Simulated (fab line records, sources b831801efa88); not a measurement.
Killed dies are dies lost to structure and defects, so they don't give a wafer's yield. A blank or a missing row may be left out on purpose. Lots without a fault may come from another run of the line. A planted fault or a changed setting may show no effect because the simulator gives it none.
fab line records | flow sky130
record lots=6 wafers=18 last_day=50
route steps=708 shown VT_ADJUST_LVTN@116 VT_ADJUST_NCORE@119 PAD_OPEN@708
lots that met no fault: from a run of the same line without faults
start_h: hours from the record's first day to the start of the lot's first wafer shown | wait_h: hours since the lot's step before | " the same as in the row above | L1.1+2: a row that stands for several wafers | - no value, or no start given | * or withheld: withheld | < > ~ a bound
route shown NAME@n: a module of which the file shows steps, and the number in the route of the first | usual: mean/standard deviation of fault-free wafers | same: alike in all rows | chamber/n: place in a boat | sites: the reading at each site | _std_site: their standard deviation | _edge_site: outer sites' mean less inner sites' | radius_mm: how far each site lies from the wafer's centre | mask NAME#n: copy n | behind: the tool/chamber that last shaped the wafer | hold: why the lot was held/for how many hours/how that ended | device: the transistor (n, p or np) that didn't switch | end of line: the same wafers' tests at the end of the route | a step without rows: its recipe alone | killed: dies lost to structure and defects at the first sort, not the wafer's yield | map: a wafer's dies, x killed, . not, _ none there
set.NAME: the setting as run; set.NAME@STEP: as run at that earlier step | model.NAME: the simulator's own value behind a step, which no gauge read
lots at some steps of the route; a table a step, a row a wafer
services: from which hour (start_h, from the record's first day; less than 0 if before it) a tool's chamber was out of use, for how many hours, and why
## steps
# step SKY_VT_ADJUST_LVTN_IMPLANT_19
# recipe species=B energy_kev=30 dose_cm2=6.5e+11 tilt_deg=withheld
# step SKY_VT_ADJUST_LVTN_STRIP_20
# recipe chemistry=O2/N2 power_w=1400 pressure_mtorr=1500 platen_temp_c=withheld o2_flow_sccm=3000 n2_flow_sccm=300 overash_fraction=0.5
# usual drypump_motor_current_A=6.0/0.31 oes_product_au=0.715/0.005 strip_time_to_endpoint_s=14.19/0.033
# columns lot.wafer tool chamber start_h wait_h drypump_motor_current_A oes_product_au rf_hours_counter_h strip_time_to_endpoint_s
L916.2 plasma_asher-04 1 175.36 0.1 6.3 0.719 48 14.18
L916.4 " 0 " " 6.0 0.707 - 14.18
L916.5 " 0 " " 6.0 0.711 - 14.16
L922.1 plasma_asher-03 0 229.20 0.1 6.5 0.719 10 14.20
L922.4 " 0 " " 6.5 0.714 - 14.21
L922.6 " 1 " " 5.8 0.723 - 14.24
L923.1 plasma_asher-04 1 245.01 0.1 6.3 0.711 56 14.23
L923.2 " 0 " " 6.1 0.710 56 14.23
L923.4 " 0 " " 6.1 0.712 - 14.24
L926.1 plasma_asher-04 1 261.21 0.1 6.3 0.720 57 14.16
L926.4 " 1 " " 6.3 0.709 - 14.17
L926.6 " 1 " " 6.3 0.713 - 14.14
L934.3 plasma_asher-02 1 300.97 0.1 5.5 0.714 - 14.19
L934.5 " 1 " " 5.6 0.715 - 14.18
L934.6 " 0 " " 5.9 0.724 - 14.23
L935.4 plasma_asher-02 0 309.55 0.1 5.9 0.710 - 14.18
L935.5 " 1 " " 5.6 0.719 - 14.19
L935.6 " 0 " " 5.9 0.703 - 14.18
# step SKY_VT_ADJUST_LVTN_TW_MEAS_21
# usual VT_ADJUST_LVTN_2_TW=190/3.7
# columns lot.wafer tool chamber start_h wait_h VT_ADJUST_LVTN_2_TW
L916.2 film_metro-01 - 175.47 0.1 188
L916.4 " - " " 187
L916.5 " - " " 188
L922.1 film_metro-01 - 229.30 0.1 186
L922.4 " - " " 186
L922.6 " - " " 186
L923.1 film_metro-02 - 245.11 0.1 193
L923.2 " - " " 193
L923.4 " - " " 193
L926.1 film_metro-04 - 261.31 0.1 186
L926.4 " - " " 185
L926.6 " - " " 186
L934.3 film_metro-02 - 301.05 0.1 193
L934.5 " - " " 192
L934.6 " - " " 193
L935.4 film_metro-02 - 309.64 0.1 192
L935.5 " - " " 193
L935.6 " - " " 193
# step SKY_VT_ADJUST_NCORE_DEHYDRATE_00
# recipe temp_c=200 time_s=60
# step SKY_VT_ADJUST_NCORE_HMDS_01
# recipe prime_time_s=60 prime_temp_c=120
# step SKY_VT_ADJUST_NCORE_COAT_02
# recipe resist=NOVOLAK spin_rpm=3000 resist_thk_nm=1140
# step SKY_VT_ADJUST_NCORE_SOFTBAKE_03
# recipe temp_c=90 time_s=60 resist=NOVOLAK
# step SKY_VT_ADJUST_NCORE_EXPOSE_04
# recipe mask_id=LVTN_COMPLEMENT_THIN na=0.6 source_shape=conventional sigma_outer=0.6 polarization=unpolarized target_cd_nm=380 dose_mj=139
# step SKY_VT_ADJUST_NCORE_PEB_05
# recipe temp_c=withheld time_s=* resist=NOVOLAK
# step SKY_VT_ADJUST_NCORE_DEVELOP_06
# recipe resist=NOVOLAK developer=TMAH develop_time_s=60 dev_temp_c=23
# step SKY_VT_ADJUST_NCORE_CD_MEAS_07
# recipe target_cd_nm=380
# usual cd_nm=380.7/2.3
# columns lot.wafer tool chamber start_h wait_h cd_nm
L916.2 cd_sem-01 - 195.43 0.1 382.3
L916.4 " - " " 382.6
L916.5 " - " " 382.5
L922.1 cd_sem-02 - 252.42 0.1 380.5
L922.4 " - " " 380.5
L922.6 " - " " 379.8
L923.1 cd_sem-02 - 268.83 0.1 373.1
L923.2 " - " " 375.3
L923.4 " - " " 375.1
L926.1 cd_sem-02 - 285.76 0.1 380.8
L926.4 " - " " 381.1
L926.6 " - " " 383.4
L934.3 cd_sem-02 - 327.11 0.1 380.6
L934.5 " - " " 378.6
L934.6 " - " " 380.5
L935.4 cd_sem-01 - 335.59 0.1 385.0
L935.5 " - " " 381.8
L935.6 " - " " 380.5
# step SKY_VT_ADJUST_NCORE_OVL_MEAS_08
# usual VT_ADJUST_NCORE_OVL=0.8/1.5
# columns lot.wafer tool chamber start_h wait_h VT_ADJUST_NCORE_OVL[nm]
L916.2 overlay-02 - 195.54 0.1 1.0
L916.4 " - " " 3.2
L916.5 " - " " 1.7
L922.1 overlay-02 - 252.54 0.1 2.5
L922.4 " - " " 3.0
L922.6 " - " " 3.2
L923.1 overlay-02 - 268.95 0.1 -0.4
L923.2 " - " " -0.5
L923.4 " - " " -1.1
L926.1 overlay-02 - 285.88 0.1 -0.9
L926.4 " - " " -1.2
L926.6 " - " " -1.1
L934.3 overlay-01 - 327.20 0.1 0.9
L934.5 " - " " 1.6
L934.6 " - " " 2.9
L935.4 overlay-02 - 335.66 0.1 -0.3
L935.5 " - " " -0.6
L935.6 " - " " 1.4
# step SKY_VT_ADJUST_NCORE_IMPLANT_09
# recipe species=B energy_kev=10 dose_cm2=2.4e+12 tilt_deg=withheld
# usual dose_ions_cm2=2.4001e+12/2.5e+09 faraday_current_uA=13.53/0.26
# columns lot.wafer tool chamber start_h wait_h dose_ions_cm2 faraday_current_uA
L916.2 implanter-04 0 195.60 0.0 2.4013e+12 13.53
L916.4 " 0 " " 2.3968e+12 13.26
L916.5 " 0 " " 2.4023e+12 13.95
L922.1 implanter-04 0 252.57 0.0 2.3968e+12 13.12
L922.4 " 0 " " 2.3994e+12 13.78
L922.6 " 0 " " 2.4018e+12 13.46
L923.1 implanter-04 0 268.98 0.0 2.2152e+12 12.74
L923.2 " 0 " " 2.2153e+12 12.29
L923.4 " 0 " " 2.2117e+12 12.77
L926.1 implanter-04 0 285.92 0.0 2.2097e+12 12.25
L926.4 " 0 " " 2.2136e+12 12.61
L926.6 " 0 " " 2.2143e+12 12.57
L934.3 implanter-02 0 327.27 0.1 2.4004e+12 13.72
L934.5 " 0 " " 2.3987e+12 13.71
L934.6 " 0 " " 2.4015e+12 13.42
L935.4 implanter-02 0 335.76 0.1 2.4024e+12 13.54
L935.5 " 0 " " 2.4025e+12 13.56
L935.6 " 0 " " 2.4012e+12 12.84
# step SKY_VT_ADJUST_NCORE_STRIP_10
# recipe chemistry=O2/N2 power_w=1400 pressure_mtorr=1500 platen_temp_c=withheld o2_flow_sccm=3000 n2_flow_sccm=300 overash_fraction=0.5
# usual drypump_motor_current_A=5.95/0.29 oes_product_au=0.716/0.0047 strip_time_to_endpoint_s=14.19/0.045
# columns lot.wafer tool chamber start_h wait_h drypump_motor_current_A oes_product_au rf_hours_counter_h strip_time_to_endpoint_s
L916.2 plasma_asher-02 1 195.72 0.1 5.52 0.715 51 14.14
L916.4 " 0 " " 5.95 0.712 - 14.13
L916.5 " 0 " " 5.94 0.708 - 14.14
L922.1 plasma_asher-02 0 252.72 0.1 5.94 0.720 56 14.13
L922.4 " 0 " " 5.92 0.709 - 14.19
L922.6 " 1 " " 5.57 0.718 - 14.16
L923.1 plasma_asher-03 1 269.13 0.1 5.77 0.714 14 14.29
L923.2 " 0 " " 6.47 0.712 14 14.29
L923.4 " 0 " " 6.46 0.712 - 14.20
L926.1 plasma_asher-02 0 286.07 0.1 5.93 0.719 59 14.23
L926.4 " 1 " " 5.54 0.714 - 14.15
L926.6 " 0 " " 5.94 0.708 - 14.21
L934.3 plasma_asher-02 1 327.41 0.1 5.51 0.718 - 14.27
L934.5 " 0 " " 5.91 0.721 - 14.21
L934.6 " 1 " " 5.54 0.717 - 14.20
L935.4 plasma_asher-01 0 335.87 0.1 6.14 0.718 - 14.24
L935.5 " 0 " " 6.16 0.714 - 14.22
L935.6 " 1 " " 6.11 0.708 - 14.27
# step SKY_VT_ADJUST_NCORE_TW_MEAS_11
# usual VT_ADJUST_NCORE_TW=216.4/1.4
# columns lot.wafer tool chamber start_h wait_h hold VT_ADJUST_NCORE_TW
L916.2 film_metro-03 - 195.83 0.1 - 216.9
L916.4 " - " " - 218.1
L916.5 " - " " - 217.2
L922.1 film_metro-01 - 252.82 0.1 - 217.0
L922.4 " - " " - 217.1
L922.6 " - " " - 218.3
L923.1 film_metro-04 - 269.23 0.1 await_dispo/0.2h/release 209.9
L923.2 " - " " await_dispo/0.2h/release 211.4
L923.4 " - " " await_dispo/0.2h/release 210.0
L923.1 film_metro-04 - 269.46 0.2 - 212.1
L923.2 " - " " - 210.6
L923.4 " - " " - 210.9
L926.1 film_metro-01 - 286.17 0.1 await_dispo/0.2h/release 211.8
L926.4 " - " " await_dispo/0.2h/release 212.8
L926.6 " - " " await_dispo/0.2h/release 211.1
L926.1 film_metro-01 - 286.40 0.2 - 211.0
L926.4 " - " " - 212.1
L926.6 " - " " - 212.3
L934.3 film_metro-04 - 327.49 0.1 - 215.0
L934.5 " - " " - 215.4
L934.6 " - " " - 214.6
L935.4 film_metro-03 - 335.96 0.1 - 216.4
L935.5 " - " " - 217.8
L935.6 " - " " - 216.9
# step SKY_PAD_OPEN_PROBE_99
# usual killed_at_M0_to_M3=44/7.3 killed_at_M4_up=3.1/1.9 killed_at_contacts=24/5.3 killed_at_front_end=15/4 killed_at_other=0.4/0.6 killed_dies=86/9.2 killed_open=47/6.9 killed_short=39/6.9
# same gross_dies=492 killed_at_back_side=0
# columns lot.wafer tool chamber start_h wait_h killed_at_M0_to_M3 killed_at_M4_up killed_at_contacts killed_at_front_end killed_at_other killed_dies killed_open killed_short model.etest.nfet_16v.r_on_ohm_um model.etest.res_pwell_under_gate.rs_ohm_sq model.etest.pfet_16v.drive_ua_um model.etest.pfet_g5v0d10v5.off_log10_a_um model.etest.pfet_g5v0d10v5.vt_sat_v model.etest.pfet_16v.vt_v model.etest.pfet_g5v0d10v5.vt_v model.etest.pfet_g5v0d10v5.vt_long_v
L916.2 prober-01 - 1085.83 0.1 30 5 26 9 2 72 43 27 1.371e+04 2250 240 -12.87 -0.6716 -1.124 -0.8494 -0.9485
L916.4 prober-01 - 1085.93 0.2 34 3 24 15 3 79 46 32 1.374e+04 2254 237 -13.01 -0.7 -1.124 -0.8746 -0.9438
L916.5 prober-01 - 1085.98 0.2 45 7 20 15 0 87 46 41 1.373e+04 2266 242.7 -12.97 -0.6691 -1.121 -0.8475 -0.9436
L922.1 prober-01 - 1133.20 0.1 45 4 22 21 0 92 57 35 1.408e+04 2299 245.2 -12.07 -0.5837 -1.077 -0.7902 -0.9063
L922.4 prober-01 - 1133.35 0.2 46 6 27 12 0 91 52 39 1.41e+04 2295 242.8 -12.14 -0.602 -1.075 -0.801 -0.9139
L922.6 prober-01 - 1133.45 0.2 36 2 34 7 0 79 46 33 1.409e+04 2292 246.9 -12.12 -0.5924 -1.073 -0.7882 -0.9108
L923.1 prober-01 - 1146.69 0.1 37 0 21 18 0 76 45 31 1.382e+04 2288 244.1 -13.44 -0.7565 -1.188 -0.9414 -1.014
L923.2 prober-01 - 1146.74 0.1 48 1 31 16 1 97 51 46 1.386e+04 2300 240.9 -13.29 -0.7296 -1.179 -0.9069 -1
L923.4 prober-01 - 1146.84 0.2 36 3 24 15 0 78 44 34 1.383e+04 2298 243.1 -13.43 -0.7417 -1.188 -0.9183 -1.01
L926.1 prober-02 - 1154.71 0.1 43 2 29 19 1 94 43 51 1.374e+04 2316 242 -13.29 -0.7189 -1.171 -0.8932 -0.9941
L926.4 prober-02 - 1154.86 0.2 47 2 18 17 0 84 48 35 1.359e+04 2320 239.9 -13.34 -0.7207 -1.173 -0.8961 -0.9896
L926.6 prober-02 - 1154.96 0.2 43 5 32 19 0 99 57 42 1.37e+04 2305 238 -13.42 -0.7493 -1.168 -0.9236 -0.9884
L934.3 prober-01 - 1188.89 0.2 25 2 25 13 0 65 37 28 1.432e+04 2288 240.8 -12.87 -0.663 -1.11 -0.8662 -0.94
L934.5 prober-01 - 1188.99 0.2 46 5 30 9 1 91 50 40 1.426e+04 2272 245.3 -12.77 -0.6563 -1.114 -0.8572 -0.9433
L934.6 prober-01 - 1189.04 0.2 41 4 19 15 0 79 44 35 1.429e+04 2270 246.8 -12.94 -0.664 -1.114 -0.8583 -0.947
L935.4 prober-02 - 1190.92 0.2 48 2 20 17 1 88 48 40 1.404e+04 2266 247.8 -12.31 -0.6029 -1.087 -0.7968 -0.9165
L935.5 prober-02 - 1190.97 0.2 51 6 22 22 0 101 67 34 1.39e+04 2277 248.1 -12.39 -0.6221 -1.089 -0.8134 -0.9215
L935.6 prober-02 - 1191.02 0.2 58 2 15 11 0 86 55 31 1.405e+04 2274 246.1 -12.35 -0.6185 -1.082 -0.8184 -0.9106
# killed by level:class
L916.2 CONTACT:geometric_particle:open=11 LI_CONTACT:geometric_particle:open=6 VIA1:geometric_particle:open=6 VIA3:geometric_particle:open=6 LOCAL_INTERCONNECT:geometric_particle:short=4 FIELD_ISO:geometric_particle:open=3 POLY_GATE:geometric_particle:open=3 METAL1:geometric_particle:short=3
L916.4 LI_CONTACT:geometric_particle:open=10 VIA1:geometric_particle:open=9 CONTACT:geometric_particle:open=6 VIA3:geometric_particle:open=6 METAL2:geometric_particle:short=5 FIELD_ISO:geometric_particle:short=4 FIELD_ISO:geometric_particle:open=4 CONTACT:geometric_particle:short=4
L916.5 VIA2:geometric_particle:open=12 VIA1:geometric_particle:open=12 CONTACT:geometric_particle:open=9 FIELD_ISO:geometric_particle:short=6 METAL3:geometric_particle:short=6 METAL4:geometric_particle:short=6 LI_CONTACT:geometric_particle:open=5 METAL1:geometric_particle:short=5
L922.1 VIA1:geometric_particle:open=10 VIA2:geometric_particle:short=8 VIA3:geometric_particle:open=8 FIELD_ISO:geometric_particle:open=7 LI_CONTACT:geometric_particle:open=7 CONTACT:geometric_particle:short=7 CONTACT:geometric_particle:open=7 VIA2:geometric_particle:open=4
L922.4 VIA1:geometric_particle:open=14 LI_CONTACT:geometric_particle:open=8 VIA2:geometric_particle:open=8 CONTACT:geometric_particle:open=6 CONTACT:geometric_particle:short=6 LOCAL_INTERCONNECT:geometric_particle:short=5 VIA1:geometric_particle:short=4 METAL2:geometric_particle:open=4
L922.6 LOCAL_INTERCONNECT:geometric_particle:short=10 CONTACT:geometric_particle:open=9 VIA1:geometric_particle:open=9 LI_CONTACT:geometric_particle:open=8 VIA3:geometric_particle:open=8 METAL2:geometric_particle:short=6 CONTACT:geometric_particle:short=5 VIA2:geometric_particle:open=5
L923.1 FIELD_ISO:geometric_particle:open=7 VIA3:geometric_particle:open=7 VIA1:geometric_particle:open=6 LI_CONTACT:geometric_particle:open=5 METAL2:geometric_particle:short=5 VIA2:geometric_particle:open=5 FIELD_ISO:geometric_particle:short=4 POLY_GATE:geometric_particle:open=4
L923.2 VIA2:geometric_particle:open=11 CONTACT:geometric_particle:open=10 LOCAL_INTERCONNECT:geometric_particle:short=8 VIA3:geometric_particle:open=7 METAL1:geometric_particle:short=7 METAL2:geometric_particle:short=5 LI_CONTACT:geometric_particle:open=5 FIELD_ISO:geometric_particle:open=4
L923.4 VIA1:geometric_particle:open=13 CONTACT:geometric_particle:open=8 LI_CONTACT:geometric_particle:open=7 VIA3:geometric_particle:short=4 POLY_GATE:geometric_particle:short=4 CONTACT:geometric_particle:short=4 METAL1:geometric_particle:short=4 VIA2:geometric_particle:open=4
L926.1 CONTACT:geometric_particle:open=10 VIA2:geometric_particle:open=8 VIA3:geometric_particle:open=7 FIELD_ISO:geometric_particle:short=6 CONTACT:geometric_particle:short=6 VIA1:geometric_particle:open=6 VIA3:geometric_particle:short=6 LOCAL_INTERCONNECT:geometric_particle:short=5
L926.4 VIA2:geometric_particle:open=13 VIA1:geometric_particle:open=8 FIELD_ISO:geometric_particle:open=6 LI_CONTACT:geometric_particle:open=6 VIA2:geometric_particle:short=6 CONTACT:geometric_particle:open=5 METAL1:geometric_particle:short=5 CONTACT:geometric_particle:short=4
L926.6 LI_CONTACT:geometric_particle:open=12 CONTACT:geometric_particle:open=10 VIA1:geometric_particle:open=7 VIA1:geometric_particle:short=6 VIA2:geometric_particle:open=6 VIA3:geometric_particle:open=6 FIELD_ISO:geometric_particle:open=4 CONTACT:geometric_particle:short=4
L934.3 LI_CONTACT:geometric_particle:open=7 LOCAL_INTERCONNECT:geometric_particle:short=7 CONTACT:geometric_particle:open=6 POLY_GATE:geometric_particle:short=5 LI_CONTACT:geometric_particle:short=4 VIA3:geometric_particle:open=4 VIA2:geometric_particle:open=4 METAL1:geometric_particle:open=3
L934.5 VIA1:geometric_particle:open=16 LI_CONTACT:geometric_particle:open=13 VIA2:geometric_particle:open=8 LOCAL_INTERCONNECT:geometric_particle:short=5 CONTACT:geometric_particle:open=5 METAL4:geometric_particle:short=5 POLY_GATE:geometric_particle:short=4 LI_CONTACT:geometric_particle:short=4
L934.6 VIA3:geometric_particle:open=14 LI_CONTACT:geometric_particle:open=8 VIA1:geometric_particle:short=7 CONTACT:geometric_particle:open=6 POLY_GATE:geometric_particle:short=4 POLY_GATE:geometric_particle:open=4 METAL2:geometric_particle:short=4 METAL4:geometric_particle:short=4
L935.4 VIA1:geometric_particle:open=12 LI_CONTACT:geometric_particle:open=8 METAL2:geometric_particle:short=6 VIA2:geometric_particle:open=6 VIA3:geometric_particle:open=6 FIELD_ISO:geometric_particle:short=5 CONTACT:geometric_particle:short=4 METAL3:geometric_particle:short=4
L935.5 VIA2:geometric_particle:open=15 VIA1:geometric_particle:open=11 CONTACT:geometric_particle:open=9 FIELD_ISO:geometric_particle:open=7 METAL2:geometric_particle:short=7 SPACER:geometric_particle:open=6 LI_CONTACT:geometric_particle:open=6 CONTACT:geometric_particle:short=5
L935.6 VIA1:geometric_particle:open=20 VIA3:geometric_particle:open=10 VIA2:geometric_particle:open=6 VIA2:geometric_particle:short=5 LI_CONTACT:geometric_particle:open=5 FIELD_ISO:geometric_particle:open=4 POLY_GATE:geometric_particle:open=4 LOCAL_INTERCONNECT:geometric_particle:short=4
## services
# columns tool chamber start_h hours kind
implanter-04 - 186.75 3.6 repair
plasma_asher-01 - 245.28 2.8 pm
implanter-02 - 261.43 6.0 repair
plasma_asher-02 - 289.18 0.8 repair
implanter-02 - 300.10 3.1 pm
implanter-04 - 306.67 1.8 repair
plasma_asher-04 - 307.17 1.6 repair
plasma_asher-01 - 318.18 0.5 repair
implanter-04 - 326.57 22.0 pm
## key
first_sign step=SKY_VT_ADJUST_NCORE_IMPLANT_09 reading=dose_ions_cm2 direction=down sigmas=75 usual=* struck=*
effect step=SKY_VT_ADJUST_NCORE_IMPLANT_09 reading=faraday_current_uA direction=down sigmas=3.8 usual=13.53 struck=12.54
effect step=SKY_VT_ADJUST_NCORE_TW_MEAS_11 reading=visit direction=added
model_effect step=SKY_PAD_OPEN_PROBE_99 value=etest.nfet_16v.r_on_ohm_um without=1.409e+04 struck=1.375e+04
met_at SKY_VT_ADJUST_NCORE_IMPLANT_09
struck_wafers L923.1,L923.2,L923.4,L926.1,L926.4,L926.6
tester_left_out L923,L926
onset_between 252.57 268.98
fault kind=process_parameter_drift tool=implanter-04 chamber=- onset_h=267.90 steps=SKY_VT_ADJUST_NCORE_IMPLANT_09 channel=dose_cm2 offset=* shape=step end_h=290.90 acts_in=* stated=*
# tester_left_out: of these lots the tester's yield and bins aren't shown, on N5 and GAA mostly nor the transistor test; their killed dies are dies lost to structure and defects alone, not to doping, threshold or leakage, so they don't give the yield
